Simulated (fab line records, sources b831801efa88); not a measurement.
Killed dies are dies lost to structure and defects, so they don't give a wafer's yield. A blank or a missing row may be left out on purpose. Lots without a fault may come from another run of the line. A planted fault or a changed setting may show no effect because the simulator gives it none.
Chamber matching | flow sky130 | SKY_CAPM_CVD_00 on pecvd-02: 3 sister chambers
The step deposits SiO2, target thk 15.5 nm. 6 wafers are shown with their chamber, then 10 later ones without.

WAFERS WITH THEIR CHAMBER
wafer  | chamber | heater_power_w (W)
L086.5 | 1       | 854
L088.2 | 1       | 867
L088.3 | 2       | 682
L088.5 | 0       | 642
L090.3 | 0       | 657
L090.4 | 2       | 655

WAFERS WITHOUT THEIR CHAMBER
wafer  | heater_power_w (W)
L090.6 | 656
L093.3 | 706
L093.5 | 864
L093.6 | 691
L097.1 | 695
L097.2 | 687
L097.6 | 675
L095.2 | 697
L095.3 | 629
L095.4 | 640

WHICH CHAMBER EACH WENT THROUGH
wafer  | from the rows above     | in truth
L090.6 | can't be placed: 0 or 2 | 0
L093.3 | can't be placed: 2 or 0 | 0
L093.5 | 1                       | 1
L093.6 | can't be placed: 2 or 0 | 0
L097.1 | can't be placed: 2 or 0 | 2
L097.2 | can't be placed: 2 or 0 | 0
L097.6 | can't be placed: 2 or 0 | 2
L095.2 | can't be placed: 2 or 0 | 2
L095.3 | can't be placed: 0 or 2 | 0
L095.4 | can't be placed: 0 or 2 | 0
Placed correctly: 1 of 10. Can't be placed from these rows: 9 (the true chamber is among the candidates in 9). Placed wrongly: 0.
How it was worked out, from the rows above alone: a wafer's distance from a chamber is the root of the sum, over the readings, of the square of ((its reading less the chamber's mean) divided by the reading's scatter). The wafer belongs to the nearest chamber; if the next one is less than 2 further off, it can't be placed. A chamber's mean is the mean of its shown wafers. The scatter: the root of (the sum of the squares of (reading less its chamber's mean) over the shown wafers, divided by (wafers less chambers)).
